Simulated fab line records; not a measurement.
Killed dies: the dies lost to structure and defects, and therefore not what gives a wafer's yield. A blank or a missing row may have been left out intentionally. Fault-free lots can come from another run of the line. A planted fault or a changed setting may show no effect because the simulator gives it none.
Which tool is to blame? :: flow gf180mcu :: 7 lots (21 wafers sampled), 1 step of a 602-step route

WHAT THE GAUGES SHOWED, per wafer
GF_HV_LDD_OVL_MEAS_20.
lot: L301
measured: day 11 01:08
on: overlay-01
HV_LDD_01_OVL (nm): -1.1 -0.6 -0.3

lot: L303
measured: day 11 14:01
on: overlay-01
HV_LDD_01_OVL (nm): 0.5 0.4 -1.2

lot: L305
measured: day 12 07:43
on: overlay-02
HV_LDD_01_OVL (nm): 0.2 -1.1 2.0

lot: L308
measured: day 13 05:22
on: overlay-02
HV_LDD_01_OVL (nm): 1.2 -0.5 -0.8

lot: L311
measured: day 14 04:55
on: overlay-02
HV_LDD_01_OVL (nm): -0.5 -1.4 -0.2

lot: L317
measured: day 16 05:34
on: overlay-01
HV_LDD_01_OVL (nm): -0.1 -2.6 -0.8

lot: L322
measured: day 17 16:55
on: overlay-02
HV_LDD_01_OVL (nm): -1.0 3.1 2.0

WHAT TOOL EACH LOT RAN ON (gives the tool, then ch and the chambers of the sampled wafers, and finally the start)
Record: no process step prior to these readings.

THE ANSWER, worked out from the rows above alone
Rule: the lots themselves supply what counts as usual. The widest of any qualifying gaps counts: lots, ordered by their means at a reading, are off when they make up no more than a third of the lots, leave a main group of 4 or more, and stand apart from it by 3 or more times the standard deviation of that group's means. A main group whose means are all the same, to the digits that the tables above print for the reading, isn't used. A lot without any number at a reading at which 4 lots or more have one is off too. The other lots that the step has rows for count as sound.
None of the lots is off at any reading shown; this tells nothing.

WHAT HAD BEEN PUT IN BY THE SIMULATOR
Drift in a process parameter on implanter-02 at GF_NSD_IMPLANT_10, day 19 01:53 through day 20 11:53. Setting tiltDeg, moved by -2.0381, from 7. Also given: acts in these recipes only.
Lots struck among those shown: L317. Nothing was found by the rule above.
